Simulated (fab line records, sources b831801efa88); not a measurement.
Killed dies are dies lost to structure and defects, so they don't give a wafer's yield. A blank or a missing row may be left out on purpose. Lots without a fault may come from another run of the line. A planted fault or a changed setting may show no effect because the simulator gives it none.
Which tool did it? | flow gf180mcu | 12 lots, 36 wafers sampled, at 5 steps of a route of 602

WHAT THE GAUGES READ, wafer by wafer
GF_DUAL_GATE_THK_MEAS_03.
lot  | measured     | on            | DUAL_GATE_OXIDATION_00_THK (nm)
L467 | day 7 16:35  | film_metro-04 | 11.28 11.13 11.19
L468 | day 8 00:17  | film_metro-04 | 10.98 11.30 11.11
L469 | day 8 06:50  | film_metro-04 | 11.09 10.85 10.94
L474 | day 9 13:26  | film_metro-02 | 10.67 10.64 10.78
L475 | day 9 22:25  | film_metro-02 | 10.74 10.89 10.78
L479 | day 11 03:43 | film_metro-03 | 10.40 10.28 10.50
L481 | day 11 13:14 | film_metro-02 | 9.99 9.95 9.92
L483 | day 12 04:18 | film_metro-04 | 10.87 10.93 10.93
L484 | day 12 10:10 | film_metro-04 | 10.80 10.93 10.90
L485 | day 12 16:28 | film_metro-04 | 11.39 11.41 11.30
L487 | day 13 09:25 | film_metro-04 | 11.09 11.08 11.13
L488 | day 13 10:52 | film_metro-04 | 10.68 10.75 10.84

GF_M3_RS_MEAS_05: measures by four-point-probe.
lot  | measured     | on            | M3_ALCU_RS (ohm/sq)
L467 | day 20 07:21 | film_metro-04 | 0.0693 0.0703 0.0702
L468 | day 20 17:19 | film_metro-04 | 0.0704 0.0702 0.0704
L469 | day 21 05:13 | film_metro-04 | 0.0703 0.0703 0.0701
L474 | day 22 21:17 | film_metro-04 | 0.0694 0.0698 0.0688
L475 | day 23 08:43 | film_metro-02 | 0.0706 0.0711 0.0708
L479 | day 24 21:53 | film_metro-04 | 0.0696 0.0701 0.0697
L481 | day 25 09:23 | film_metro-04 | 0.0677 0.0686 0.0693
L483 | day 26 02:35 | film_metro-02 | 0.0689 0.0692 0.0689
L484 | day 26 05:52 | film_metro-02 | 0.0685 0.0675 0.0683
L485 | day 26 13:31 | film_metro-02 | 0.0705 0.0701 0.0694
L487 | day 27 04:37 | film_metro-01 | 0.0701 0.0689 0.0690
L488 | day 27 09:21 | film_metro-02 | 0.0689 0.0688 0.0698

WHICH TOOL RAN EACH LOT (tool, then ch and the chambers of the sampled wafers, then the start)
lot  | GF_DUAL_GATE_OXIDATION_02     | GF_V2_SPUTTER_21             | GF_M3_SPUTTER_00
L467 | furnace-02 ch 0, day 7 15:08  | pvd_sputter-01, day 20 06:26 | pvd_sputter-02, day 20 07:08
L468 | furnace-01 ch 0, day 7 22:49  | pvd_sputter-01, day 20 16:23 | pvd_sputter-02, day 20 17:04
L469 | furnace-01 ch 0, day 8 05:22  | pvd_sputter-01, day 21 04:16 | pvd_sputter-02, day 21 04:58
L474 | furnace-02 ch 0, day 9 11:59  | pvd_sputter-01, day 22 20:20 | pvd_sputter-02, day 22 21:03
L475 | furnace-01 ch 0, day 9 20:58  | pvd_sputter-01, day 23 07:47 | pvd_sputter-01, day 23 08:29
L479 | furnace-02 ch 0, day 11 02:16 | pvd_sputter-01, day 24 20:58 | pvd_sputter-02, day 24 21:40
L481 | furnace-02 ch 0, day 11 11:47 | pvd_sputter-04, day 25 08:28 | pvd_sputter-03, day 25 09:10
L483 | furnace-01 ch 0, day 12 02:51 | pvd_sputter-01, day 26 01:39 | pvd_sputter-01, day 26 02:21
L484 | furnace-01 ch 0, day 12 08:42 | pvd_sputter-02, day 26 04:56 | pvd_sputter-03, day 26 05:37
L485 | furnace-01 ch 0, day 12 15:01 | pvd_sputter-01, day 26 12:36 | pvd_sputter-02, day 26 13:17
L487 | furnace-01 ch 0, day 13 07:58 | pvd_sputter-04, day 27 03:11 | pvd_sputter-02, day 27 04:18
L488 | furnace-01 ch 0, day 13 09:25 | pvd_sputter-02, day 27 08:24 | pvd_sputter-03, day 27 09:05
- GF_DUAL_GATE_OXIDATION_02: stabilise 600 s, purge 300 s, target thk 10.887 nm.
- GF_V2_SPUTTER_21: material Ti, target thk 15 nm, time 80.02 s.
- GF_M3_SPUTTER_00: material Ti, target thk 37.5 nm, time 150 s.

WHAT THE TOOLS THEMSELVES READ (means of the sampled wafers that have a number; where no wafer has one, the mark that the record gives instead)
GF_DUAL_GATE_OXIDATION_02.
lot  | tool       | spike_tc_bottom_C (C) | spike_tc_centre_C (C) | spike_tc_lower_C (C) | spike_tc_top_C (C) | spike_tc_upper_C (C) | tube_center_temp_C (C) | tube_center_temp_C_max | zone_power_upper_pct (%)
L467 | furnace-02 | 916.7                 | 900.2                 | 899.8                | 909.0              | 900.1                | 900                    | 902.6                  | 19.0
L468 | furnace-01 | 916.9                 | 900.8                 | 901.1                | 909.2              | 902.8                | 900                    | 902.2                  | 20.8
L469 | furnace-01 | 916.2                 | 901.8                 | 900.9                | 909.9              | 901.3                | 900                    | 902.4                  | 20.8
L474 | furnace-02 | 917.5                 | 899.4                 | 900.3                | 909.0              | 901.6                | 900                    | 902.6                  | 19.2
L475 | furnace-01 | 917.0                 | 900.9                 | 901.3                | 909.6              | 901.4                | 900                    | 902.0                  | 20.8
L479 | furnace-02 | 913.7                 | 895.2                 | 896.2                | 904.0              | 898.3                | 896                    | 898.0                  | 19.0
L481 | furnace-02 | 913.4                 | 896.5                 | 897.2                | 905.4              | 898.4                | 896                    | 898.5                  | 19.0
L483 | furnace-01 | 916.3                 | 901.2                 | 901.9                | 910.4              | 901.4                | 900                    | 902.5                  | 20.7
L484 | furnace-01 | 916.1                 | 900.7                 | 901.1                | 909.4              | 900.7                | 900                    | 902.1                  | 20.4
L485 | furnace-01 | 915.9                 | 900.0                 | 901.4                | 909.6              | 901.0                | 900                    | 902.2                  | 20.8
L487 | furnace-01 | 916.4                 | 899.9                 | 901.3                | 909.5              | 901.0                | 900                    | 902.0                  | 20.5
L488 | furnace-01 | 917.4                 | 901.7                 | 902.1                | 908.4              | 901.1                | 900                    | 902.4                  | 20.5

GF_V2_SPUTTER_21.
lot  | tool           | chamber_pressure_pa (Pa) | substrate_temp_c (C) | throttle_valve_pct (%)
L467 | pvd_sputter-01 | 5.010                    | 200.06               | 29.8
L468 | pvd_sputter-01 | 4.996                    | 199.86               | 30.7
L469 | pvd_sputter-01 | 5.004                    | 199.94               | 30.0
L474 | pvd_sputter-01 | 5.004                    | 199.90               | 29.7
L475 | pvd_sputter-01 | 4.992                    | 199.93               | 29.5
L479 | pvd_sputter-01 | 5.000                    | 200.06               | 29.4
L481 | pvd_sputter-04 | 4.996                    | 200.13               | 29.0
L483 | pvd_sputter-01 | 4.994                    | 199.95               | 30.2
L484 | pvd_sputter-02 | 4.998                    | 199.91               | 30.1
L485 | pvd_sputter-01 | 5.001                    | 199.95               | 28.9
L487 | pvd_sputter-04 | 5.002                    | 200.11               | 29.4
L488 | pvd_sputter-02 | 5.003                    | 200.03               | 30.0

GF_M3_SPUTTER_00.
lot  | tool           | chamber_pressure_pa (Pa) | substrate_temp_c (C) | throttle_valve_pct (%)
L467 | pvd_sputter-02 | 1.997                    | 199.85               | 30.2
L468 | pvd_sputter-02 | 2.003                    | 200.02               | 30.2
L469 | pvd_sputter-02 | 2.000                    | 200.04               | 29.8
L474 | pvd_sputter-02 | 2.003                    | 200.10               | 30.2
L475 | pvd_sputter-01 | 2.005                    | 200.04               | 29.7
L479 | pvd_sputter-02 | 2.004                    | 200.00               | 30.4
L481 | pvd_sputter-03 | 1.998                    | 199.95               | 30.2
L483 | pvd_sputter-01 | 2.001                    | 200.03               | 28.9
L484 | pvd_sputter-03 | 1.998                    | 200.12               | 28.7
L485 | pvd_sputter-02 | 1.996                    | 200.10               | 30.2
L487 | pvd_sputter-02 | 1.999                    | 200.10               | 30.5
L488 | pvd_sputter-03 | 1.999                    | 199.97               | 29.4

THE ANSWER, worked out from the rows above alone
Rule: what is usual is taken from the lots themselves. Put in order of their means at a reading, lots are off if they are a third of the lots or fewer, leave a main group of 4 or more, and stand apart from it by a gap of 3 or more times the standard deviation of the main group's means; of several such gaps the widest counts. A main group whose means are all the same, to the digits that the tables above print for the reading, isn't used. A lot without any number at a reading at which 4 lots or more have one is off too. The other lots that the step has rows for count as sound. The gauges are gone through in route order, then the tools' own readings, and for those a lot's mean is taken as printed above. The first step at which some lot is off is used, and at that step the reading that is off furthest; a lot without a number counts as furthest.
Off: L479, L481, at GF_DUAL_GATE_OXIDATION_02 (tube_center_temp_C_max). The main group: mean 902.3, standard deviation 0.22.
A tool fits if, at that step or a process step before it, it ran every lot that is off, and no sound lot after the first of them. One fits: furnace-02 at GF_DUAL_GATE_OXIDATION_02. Its last sound lot is L474 (day 9 11:59), its first lot that is off L479 (day 11 02:16): a fault that began between those two fits.
The tool's own readings at GF_DUAL_GATE_OXIDATION_02 bear it out: on the lots that are off they differ by more than 5 times the standard deviation of the sound lots' means. spike_tc_bottom_C reads 913.5 C there against 916.6 C on the sound lots; spike_tc_centre_C reads 895.9 C there against 900.7 C on the sound lots; spike_tc_lower_C reads 896.7 C there against 901.1 C on the sound lots; spike_tc_top_C reads 904.7 C there against 909.4 C on the sound lots; tube_center_temp_C reads 896 C there against 900 C on the sound lots; tube_center_temp_C_max reads 898.2 there against 902.3 on the sound lots.

WHAT THE SIMULATOR HAD PUT IN
Process parameter drift: furnace-02, from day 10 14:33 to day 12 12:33, at GF_DUAL_GATE_OXIDATION_02. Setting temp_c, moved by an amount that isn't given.
Lots struck among those shown: L479, L481. The rule above found the same.
